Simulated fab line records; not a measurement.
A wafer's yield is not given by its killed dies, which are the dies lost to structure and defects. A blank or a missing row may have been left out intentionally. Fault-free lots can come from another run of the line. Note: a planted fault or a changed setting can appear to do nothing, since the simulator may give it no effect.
Code-filled problem report in 8D (eight disciplines) form | flow sfq line | the parts of the form that need people (team, actions taken, sign-off) are left out

1. PROBLEM STATEMENT
M8_AU_RS at SFQ_M8_RS_MEAS_949 reads a mean of 0.1407 ohm/sq on 1 wafer of 1 lot; wafers without a fault read 0.1546 ohm/sq with a standard deviation of 0.0015. Relative to the usual mean, that is a shift of -9.3 standard deviations.
The step: measures by four-point-probe.
Earliest sighting: wafer L992.6 on film metro-01 at day 86 15:34. Wafers with a number at this step in the record: 39, from 13 lots. Rule for "out", or "out of limits": more than 4 standard deviations from the usual mean. All remaining wafers that have a number are taken as sound.

2. WHAT IT IS AND WHAT IT IS NOT
question                    | is                | is not
which readings at this step | M8_AU_RS          | -
which lots                  | L992              | L100, L977, L978, L980, L982, L983, L984, L985, L990, L994, L997, L999
which wafers of those lots  | L992.6            | L992.2, L992.4
read on which gauges        | film metro-01     | film metro-02, film metro-03
when                        | from day 86 15:34 | up to then (26 sound wafers); but 12 sound wafers of L100, L994, L997, L999 came after

3. WHAT RULES OUT EACH SUSPECT
Counting: a tool at a process step up to the reading stays a suspect if it ran every lot that is out. Sound lots after the first of them don't rule it out here, since some wafers of a struck lot are sound.
- the gauge at SFQ_M8_RS_MEAS_949: kept. All the wafers that are out were read on film metro-01, and no step on other tools shows them out.
- rie metal-01 at SFQ_TRILAYER_M4_STRIP_STRIP_097 (strips in O2): kept. The lot that is out, L992, ran on it at day 48 23:42; the last sound lot it ran before that was L982, at day 44 19:08.
- rie metal-04 at SFQ_TRILAYER_R5_ETCH_METAL_ETCH_139 (etches the open film in Cl2, stops on SiO2, target depth 60 nm, time 40 s): kept. The lot that is out, L992, ran on it at day 67 13:29; the last sound lot it ran before that was L978, at day 55 17:19.
- rie metal-03 at SFQ_TRILAYER_M6_ETCH_METAL_ETCH_162 (etches Nb in Cl2/Ar, stops on SiO2, target depth 240 nm, time 120 s): kept. It ran the lot that is out, L992 (day 78 00:29).
- pvd sputter-02 at SFQ_TRILAYER_M8_DEP_EVAP_196 (material Au, target thk 180 nm, time 900 s): kept. The lot that is out, L992, ran on it at day 86 15:02; the last sound lot it ran before that was L990, at day 85 23:18.
- The sound lot-mates ran in chamber 1 of rie metal-04 at SFQ_TRILAYER_R5_ETCH_METAL_ETCH_139, but the wafers that are out ran in chamber 0.
Left after counting: rie metal-01 at SFQ_TRILAYER_M4_STRIP_STRIP_097, rie metal-04 at SFQ_TRILAYER_R5_ETCH_METAL_ETCH_139, rie metal-03 at SFQ_TRILAYER_M6_ETCH_METAL_ETCH_162, pvd sputter-02 at SFQ_TRILAYER_M8_DEP_EVAP_196, film metro-01 at SFQ_M8_RS_MEAS_949.

4. THE CAUSE (what the simulator had put in)
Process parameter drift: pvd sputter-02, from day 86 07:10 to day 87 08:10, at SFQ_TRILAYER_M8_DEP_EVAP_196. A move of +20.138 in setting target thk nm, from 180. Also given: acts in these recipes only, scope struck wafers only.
5 suspects survive the count, and this tool is in that group.

5. THE EFFECT CHAIN, in route order
Each row: a reading where the mean over the struck wafers with a number is more than 3 standard deviations away from the usual. Readings are gone through only where the record gives a usual standard deviation; hours: the median, over the lots, of the time from a lot's start at the first step in this table giving one to that lot's start at this step; sigmas: the change measured in usual standard deviations.
hours | step                | reading   | usual         | on struck wafers | change  | sigmas
0     | SFQ_M8_RS_MEAS_949  | M8_AU_RS  | 0.1546 ohm/sq | 0.1407           | -0.0139 | -9.3
4     | SFQ_M8_THK_MEAS_950 | M8_AU_THK | 181.3 nm      | 200.8            | +19.5   | +8.9

6. WHAT WOULD HAVE CAUGHT IT SOONER
8 hours passed between the start of the fault at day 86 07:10 and the first reading out of limits at a measuring or inspecting step in this record, taken at day 86 15:34.
The start of SFQ_TRILAYER_M8_DEP_EVAP_196 on pvd sputter-02 came by day 86 15:34 for every one of the lots that are out (1). A hold on the tool at that time would have spared none of them.
